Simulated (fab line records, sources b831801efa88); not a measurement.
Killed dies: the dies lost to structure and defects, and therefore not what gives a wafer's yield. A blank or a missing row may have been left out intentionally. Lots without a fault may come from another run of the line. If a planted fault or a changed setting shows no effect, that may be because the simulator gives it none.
A struck lot beside a sound one ; flow sfq-line ; 42 out of 325 route steps
Sound: the wafers L738.2, L738.3, L738.5. The struck wafers were L741.2, L741.3, L741.6. The cause is named last.
Per side, at each step with rows, come the tool, then ch with its chambers, and then its first start. Under that, the readings that differ: sound wafers ; struck wafers ; difference of the means ; sigmas: that difference in standard deviations of wafers without a fault.
alike: readings with means less than 2 such deviations apart, plus words and numbers identical on both sides. not compared: withheld readings, readings lacking a value on some wafer, bounds such as >300 that could conceal the same value, and numbers that have no deviation in the record and whose values overlap.
The two part at a step that has a row with sigmas, a row that says differs or no value, or rows on one side only. Numbers that have no deviation but don't overlap get no sigmas and don't part them. Lack of a reading on every wafer of one side parts them only where that side has two or more wafers.

first, 3 steps without rows for these wafers: SFQ_TRILAYER_I4_VIA_STRIP_STRIP_107 (strips in O2); SFQ_TRILAYER_I4_VIA_STRIP_SOLV_CLEAN_108 (cleans in NMP, time 600 s); SFQ_TRILAYER_JJ_TRILAYER_DEP_PRE_CLEAN_113 (time 22.5 s).
SFQ_TRILAYER_JJ_TRILAYER_DEP_SPUTTER_109: material Nb, target thk 150 nm, time 100 s.
  struck on pvd-sputter-05, day 66 00:33; sound on pvd-sputter-05, day 60 08:12
  alike: throttle-valve-pct
then, 3 steps without rows for these wafers: SFQ_TRILAYER_JJ_TRILAYER_DEP_SPUTTER_110 (material Al, target thk 8 nm, time 10 s); SFQ_TRILAYER_JJ_TRILAYER_DEP_AL_OXIDATION_111 (oxidation time 600 s); SFQ_TRILAYER_JJ_TRILAYER_DEP_SPUTTER_112 (material Nb, target thk 170 nm, time 113.3 s).
SFQ_JJ_RS_MEAS_929: measures by four-point-probe.
  struck on film-metro-04, day 66 01:44; sound on film-metro-04, day 60 09:23
reading;sound;struck;difference;sigmas
JJ_NB_RS (ohm/sq);1.058 1.061 1.060;1.043 1.041 1.040;-0.018;-2
then, 3 steps without rows for these wafers: SFQ_TRILAYER_JJ_CE_LITHO_COAT_119 (resist thk 62 nm); SFQ_TRILAYER_JJ_CE_LITHO_COAT_114 (resist thk 608.3 nm); SFQ_TRILAYER_JJ_CE_LITHO_SOFTBAKE_118.
SFQ_TRILAYER_JJ_CE_LITHO_EXPOSE_115: exposes mask J5, target cd 700 nm.
  sound on krf-scanner-01 ch 0, day 62 11:10; struck on krf-scanner-01 ch 0, day 66 03:58
reading;sound;struck;difference;sigmas
exposure-dose-mJ-cm2;14.406 14.410 14.404;14.706 14.724 14.700;+0.303;+23
  alike: mask, focus-offset-nm, stage-vel-mm-s
then, 2 steps without rows for these wafers: SFQ_TRILAYER_JJ_CE_LITHO_PEB_117 (peb time 60 s); SFQ_TRILAYER_JJ_CE_LITHO_DEVELOP_116 (time 60 s).
SFQ_JJ_OVL_MEAS_931:
  struck on overlay-01, day 66 05:16; sound on overlay-02, day 62 12:28
  alike: J5_OVL
following that, these wafers have no rows for 1 step: SFQ_TRILAYER_JJ_CE_METRO_MEASURE_117.
SFQ_TRILAYER_JJ_CE_BARC_OPEN_RIE_150: chemistry O2, target BARC, target depth 240 nm, time 80 s.
  sound on rie-metal-04 ch 1, day 62 13:42; struck on rie-metal-02 ch 0,1, day 66 06:30
reading;sound;struck;difference;sigmas
model.JJ.cd-nm (nm);699.7 699.2 699.6;697.5 698.3 698.1;-1.5;
  alike: drypump-motor-current-A, oes-product-au
  not compared: rf-hours-counter-h
SFQ_TRILAYER_JJ_CE_ETCH_RIE_118: chemistry SF6, target Nb, stops on Al2O3, time 97.7 s, target depth 170 nm.
  sound on rie-metal-04 ch 1, day 62 13:47; struck on rie-metal-02 ch 0,1, day 66 06:36
reading;sound;struck;difference;sigmas
model.JJ.cd-nm (nm);699.9 699.1 699.8;696.5 697.5 698;-2.3;
  alike: drypump-motor-current-A, oes-product-au
  not compared: rf-hours-counter-h
following that, these wafers have no rows for 1 step: SFQ_TRILAYER_JJ_ANODIZE_ANODIZE_119.
SFQ_TRILAYER_JJ_CE_STRIP_STRIP_120: strips in O2.
  sound on rie-metal-02 ch 0,1, day 62 14:24; struck on rie-metal-02 ch 1, day 66 07:42
  alike: drypump-motor-current-A, oes-product-au
  not compared: rf-hours-counter-h
then, 7 steps without rows for these wafers: SFQ_TRILAYER_JJ_CE_STRIP_SOLV_CLEAN_121 (cleans in NMP, time 600 s); SFQ_TRILAYER_M5_LITHO_COAT_128 (resist thk 62 nm); SFQ_TRILAYER_M5_LITHO_COAT_123 (resist thk 600 nm); SFQ_TRILAYER_M5_LITHO_SOFTBAKE_127; SFQ_TRILAYER_M5_LITHO_EXPOSE_124 (exposes mask M5, target cd 700 nm); SFQ_TRILAYER_M5_LITHO_PEB_126 (peb time 60 s); SFQ_TRILAYER_M5_LITHO_DEVELOP_125 (time 60 s).
SFQ_M5_OVL_MEAS_932:
  struck on overlay-01, day 66 11:28; sound on overlay-02, day 62 18:31
reading;sound;struck;difference;sigmas
M5_OVL (nm);1 14 10;-9 0 -9;-14;-2
SFQ_TRILAYER_M5_BARC_OPEN_METAL_ETCH_161: etches BARC in O2, target depth 125 nm, time 41.7 s.
  sound on rie-metal-01 ch 0, day 62 18:34; struck on rie-metal-03 ch 0,1, day 66 11:29
  alike: drypump-motor-current-A, oes-product-au
  not compared: rf-hours-counter-h
then, 1 step without rows for these wafers: SFQ_TRILAYER_M5_ETCH_METAL_ETCH_126 (etches Nb in Cl2/BCl3, stops on SiO2, time 203.2 s, target depth 265 nm).
SFQ_TRILAYER_M5_STRIP_STRIP_127: strips in O2.
  sound on rie-metal-01 ch 0, day 62 19:15; struck on rie-metal-03 ch 0,1, day 66 11:44
  alike: drypump-motor-current-A, oes-product-au
  not compared: rf-hours-counter-h
then, 3 steps without rows for these wafers: SFQ_TRILAYER_M5_STRIP_SOLV_CLEAN_128 (cleans in NMP, time 600 s); SFQ_TRILAYER_A5B_DEP_PECVD_129 (deposits SiO2 from SiH4/N2O, time 133.33 s, target thk 600 nm); SFQ_TRILAYER_A5B_CMP_CMP_130 (polishes, stops on Nb, target thk 340.7 nm).
SFQ_TRILAYER_A5B_METRO_MEASURE_131:
  struck on film-metro-02, day 66 16:19; sound on film-metro-01, day 63 11:14
  alike: thk-nm
then, 3 steps without rows for these wafers: SFQ_TRILAYER_R5_DEP_SPUTTER_132 (material Ti, target thk 5 nm, time 5 s); SFQ_TRILAYER_R5_DEP_SPUTTER_133 (material MoNx, target thk 40 nm, time 66.7 s); SFQ_TRILAYER_R5_DEP_SPUTTER_134 (material Ti, target thk 5 nm, time 5 s).
SFQ_R5_RS_MEAS_933: measures by four-point-probe.
  struck on film-metro-02, day 66 17:26; sound on film-metro-04, day 63 12:20
  alike: R5_MONX_RS
SFQ_R5_THK_MEAS_934: measures by xrf.
  struck on film-metro-02, day 66 17:33; sound on film-metro-04, day 63 12:27
  alike: R5_MONX_THK
then, 1 step without rows for these wafers: SFQ_TRILAYER_R5_LITHO_COAT_141 (resist thk 62 nm).
-- the record jumps here: 24 days lie between the struck wafers' starts before and after --
SFQ_M8_BOW_MEAS_951:
  struck on film-metro-04, day 90 16:45; sound on film-metro-04, day 90 03:49
reading;sound;struck;difference;sigmas
model.etest.jj.g-times;0.9995 0.9974 0.9994;0.9899 0.9927 0.9942;-0.0065;
  alike: M8_BOW

== WHERE THEY PART ==
Earliest at SFQ_JJ_RS_MEAS_929; latest, in this record, at SFQ_M5_OVL_MEAS_932. Later steps at which nothing parts them and some readings are alike: SFQ_TRILAYER_M5_BARC_OPEN_METAL_ETCH_161, SFQ_TRILAYER_M5_STRIP_STRIP_127, SFQ_TRILAYER_A5B_METRO_MEASURE_131, SFQ_R5_RS_MEAS_933, SFQ_R5_THK_MEAS_934, SFQ_M8_BOW_MEAS_951.

WHY: the cause the simulator had injected
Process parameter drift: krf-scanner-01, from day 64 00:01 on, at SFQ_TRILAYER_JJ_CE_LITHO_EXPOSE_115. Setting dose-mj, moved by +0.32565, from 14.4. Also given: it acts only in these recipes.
